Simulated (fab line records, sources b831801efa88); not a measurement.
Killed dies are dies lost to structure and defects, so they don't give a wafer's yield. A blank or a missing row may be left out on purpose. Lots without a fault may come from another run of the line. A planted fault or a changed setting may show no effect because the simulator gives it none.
Which tool did it? | flow gf180mcu | 13 lots, 39 wafers sampled, at 5 steps of a route of 602

WHAT THE GAUGES READ, wafer by wafer
GF_CONTACT_CD_MEAS_14: target cd 220 nm.
lot  | measured     | on        | cd_nm (nm)
L449 | day 16 16:44 | cd_sem-01 | 219.2 218.9 220.0
L450 | day 16 17:02 | cd_sem-01 | 220.6 221.3 222.8
L452 | day 17 12:10 | cd_sem-01 | 219.6 219.5 219.3
L453 | day 17 17:58 | cd_sem-01 | 219.5 220.1 220.2
L455 | day 18 08:47 | cd_sem-02 | 220.1 221.3 220.2
L456 | day 18 15:38 | cd_sem-02 | 219.5 219.0 219.3
L458 | day 20 01:32 | cd_sem-01 | 219.8 218.4 218.3
L459 | day 20 03:35 | cd_sem-01 | 221.9 221.4 221.4
L460 | day 20 09:19 | cd_sem-02 | 227.3 227.0 227.1
L461 | day 20 18:34 | cd_sem-02 | 227.3 227.7 227.3
L469 | day 23 08:17 | cd_sem-02 | 219.8 219.4 219.0
L471 | day 24 00:16 | cd_sem-01 | 218.8 219.4 220.9
L472 | day 24 07:02 | cd_sem-02 | 220.8 220.1 219.6

GF_M3_CD_MEAS_14: target cd 280 nm.
lot  | measured     | on        | cd_nm (nm)
L449 | day 22 01:21 | cd_sem-02 | 278.6 279.4 279.1
L450 | day 22 01:40 | cd_sem-02 | 280.3 280.4 279.0
L452 | day 22 19:50 | cd_sem-01 | 281.7 280.0 281.9
L453 | day 23 00:46 | cd_sem-02 | 280.0 280.8 279.8
L455 | day 23 16:28 | cd_sem-01 | 279.9 279.2 276.7
L456 | day 23 23:14 | cd_sem-01 | 279.2 279.7 279.2
L458 | day 25 05:49 | cd_sem-02 | 279.7 279.3 279.0
L459 | day 25 07:17 | cd_sem-02 | 278.5 278.5 277.4
L460 | day 25 11:34 | cd_sem-01 | 282.8 282.4 282.1
L461 | day 25 20:16 | cd_sem-02 | 281.6 280.3 281.7
L469 | day 28 03:16 | cd_sem-02 | 280.3 281.4 279.7
L471 | day 28 16:41 | cd_sem-02 | 280.2 278.6 279.2
L472 | day 28 21:22 | cd_sem-01 | 281.2 282.5 281.2

GF_M3_OVL_MEAS_15.
lot  | measured     | on         | M3_OVL (nm)
L449 | day 22 01:26 | overlay-01 | -1 -2 -6
L450 | day 22 01:47 | overlay-02 | -9 -9 -14
L452 | day 22 19:56 | overlay-01 | 3 3 6
L453 | day 23 00:53 | overlay-01 | 5 -3 2
L455 | day 23 16:35 | overlay-02 | -12 -12 -6
L456 | day 23 23:20 | overlay-01 | 2 -1 3
L458 | day 25 05:56 | overlay-01 | -8 6 -3
L459 | day 25 07:24 | overlay-02 | -8 -9 0
L460 | day 25 11:41 | overlay-01 | -14 -6 -8
L461 | day 25 20:23 | overlay-02 | -4 0 -7
L469 | day 28 03:23 | overlay-01 | -11 -9 -8
L471 | day 28 16:47 | overlay-02 | -2 -1 -4
L472 | day 28 21:29 | overlay-02 | 3 -4 2

WHICH TOOL RAN EACH LOT (tool, then ch and the chambers of the sampled wafers, then the start)
lot  | GF_CONTACT_PEB_12                 | GF_M2_STRIP_17
L449 | litho_track-01 ch 0, day 16 16:25 | plasma_asher-04 ch 0,1, day 19 22:07
L450 | litho_track-01 ch 0, day 16 16:41 | plasma_asher-03 ch 0,1, day 19 22:28
L452 | litho_track-01 ch 0, day 17 11:50 | plasma_asher-02 ch 0,1, day 20 17:31
L453 | litho_track-03 ch 0, day 17 17:37 | plasma_asher-02 ch 0,1, day 20 22:50
L455 | litho_track-01 ch 0, day 18 08:26 | plasma_asher-02 ch 0,1, day 21 14:55
L456 | litho_track-03 ch 0, day 18 15:18 | plasma_asher-03 ch 0,1, day 21 21:53
L458 | litho_track-01 ch 0, day 20 01:11 | plasma_asher-02 ch 0,1, day 23 05:46
L459 | litho_track-03 ch 0, day 20 03:15 | plasma_asher-04 ch 0,1, day 23 07:32
L460 | litho_track-03 ch 0, day 20 08:58 | plasma_asher-04 ch 1, day 23 12:53
L461 | litho_track-03 ch 0, day 20 18:13 | plasma_asher-03 ch 0,1, day 23 21:55
L469 | litho_track-01 ch 0, day 23 07:56 | plasma_asher-03 ch 0,1, day 26 06:41
L471 | litho_track-01 ch 0, day 23 23:55 | plasma_asher-04 ch 0,1, day 26 20:44
L472 | litho_track-01 ch 0, day 24 06:41 | plasma_asher-04 ch 0,1, day 27 02:52
- GF_CONTACT_PEB_12: peb time 90 s.
- GF_M2_STRIP_17: strips in O2/N2.

WHAT THE TOOLS THEMSELVES READ (means of the sampled wafers that have a number; where no wafer has one, the mark that the record gives instead)
GF_CONTACT_PEB_12.
lot  | tool           | exhaust_pa (Pa) | heater_power_total_W (W) | plate_temp_C (C)
L449 | litho_track-01 | 45.4            | 85.67                    | 134.91
L450 | litho_track-01 | 44.5            | 85.60                    | 134.98
L452 | litho_track-01 | 44.1            | 85.63                    | 134.92
L453 | litho_track-03 | 45.5            | 85.74                    | 134.87
L455 | litho_track-01 | 43.2            | 85.68                    | 135.03
L456 | litho_track-03 | 44.5            | 85.69                    | 134.99
L458 | litho_track-01 | 44.6            | 85.75                    | 135.02
L459 | litho_track-03 | 44.2            | 85.80                    | 134.96
L460 | litho_track-03 | 46.0            | 88.37                    | 138.13
L461 | litho_track-03 | 43.5            | 88.32                    | 138.12
L469 | litho_track-01 | 45.6            | 85.76                    | 135.04
L471 | litho_track-01 | 44.8            | 85.74                    | 134.88
L472 | litho_track-01 | 46.0            | 85.68                    | 134.97

GF_M2_STRIP_17.
lot  | tool            | chamber_pressure_mTorr (mTorr) | drypump_motor_current_A (A) | heater_power_w (W) | oes_product_au (a.u.) | strip_time_to_endpoint_s (s)
L449 | plasma_asher-04 | 1499.0                         | 6.1                         | 332                | 0.538                 | 7.35
L450 | plasma_asher-03 | 1498.8                         | 5.7                         | 323                | 0.534                 | 7.33
L452 | plasma_asher-02 | 1499.9                         | 4.8                         | 347                | 0.532                 | 7.29
L453 | plasma_asher-02 | 1500.2                         | 4.9                         | 353                | 0.532                 | 7.34
L455 | plasma_asher-02 | 1498.0                         | 4.8                         | 354                | 0.531                 | 7.32
L456 | plasma_asher-03 | 1500.7                         | 5.7                         | 320                | 0.535                 | 7.39
L458 | plasma_asher-02 | 1499.7                         | 4.8                         | 350                | 0.538                 | 7.32
L459 | plasma_asher-04 | 1498.5                         | 6.1                         | 329                | 0.538                 | 7.34
L460 | plasma_asher-04 | 1500.4                         | 6.5                         | 338                | 0.540                 | 7.40
L461 | plasma_asher-03 | 1498.1                         | 6.0                         | 315                | 0.532                 | 7.38
L469 | plasma_asher-03 | 1500.1                         | 6.0                         | 314                | 0.540                 | 7.41
L471 | plasma_asher-04 | 1499.5                         | 5.8                         | 324                | 0.533                 | 7.36
L472 | plasma_asher-04 | 1500.1                         | 5.8                         | 323                | 0.541                 | 7.37

THE ANSWER, worked out from the rows above alone
Rule: what is usual is taken from the lots themselves. Put in order of their means at a reading, lots are off if they are a third of the lots or fewer, leave a main group of 4 or more, and stand apart from it by a gap of 3 or more times the standard deviation of the main group's means; of several such gaps the widest counts. A main group whose means are all the same, to the digits that the tables above print for the reading, isn't used. A lot without any number at a reading at which 4 lots or more have one is off too. The other lots that the step has rows for count as sound. The gauges are gone through in route order, then the tools' own readings, and for those a lot's mean is taken as printed above. The first step at which some lot is off is used, and at that step the reading that is off furthest; a lot without a number counts as furthest.
Off: L460, L461, at GF_CONTACT_CD_MEAS_14 (cd_nm). The main group: mean 220.0 nm, standard deviation 0.87.
A tool fits if, at a process step before that reading, it ran every lot that is off, and no sound lot after the first of them. The gauges at GF_CONTACT_CD_MEAS_14 aren't tried: what is off there is off at GF_CONTACT_PEB_12 too, on other tools, and a gauge's error can't cause that. One fits: litho_track-03 at GF_CONTACT_PEB_12. Its last sound lot is L459 (day 20 03:15), its first lot that is off L460 (day 20 08:58): a fault that began between those two fits.
The tool's own readings at GF_CONTACT_PEB_12 bear it out: on the lots that are off they differ by more than 5 times the standard deviation of the sound lots' means. heater_power_total_W reads 88.34 W there against 85.70 W on the sound lots; plate_temp_C reads 138.12 C there against 134.96 C on the sound lots.

WHAT THE SIMULATOR HAD PUT IN
Process parameter drift: litho_track-03, from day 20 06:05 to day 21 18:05, at GF_CONTACT_PEB_12. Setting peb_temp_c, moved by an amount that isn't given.
Lots struck among those shown: L460, L461. The rule above found the same.
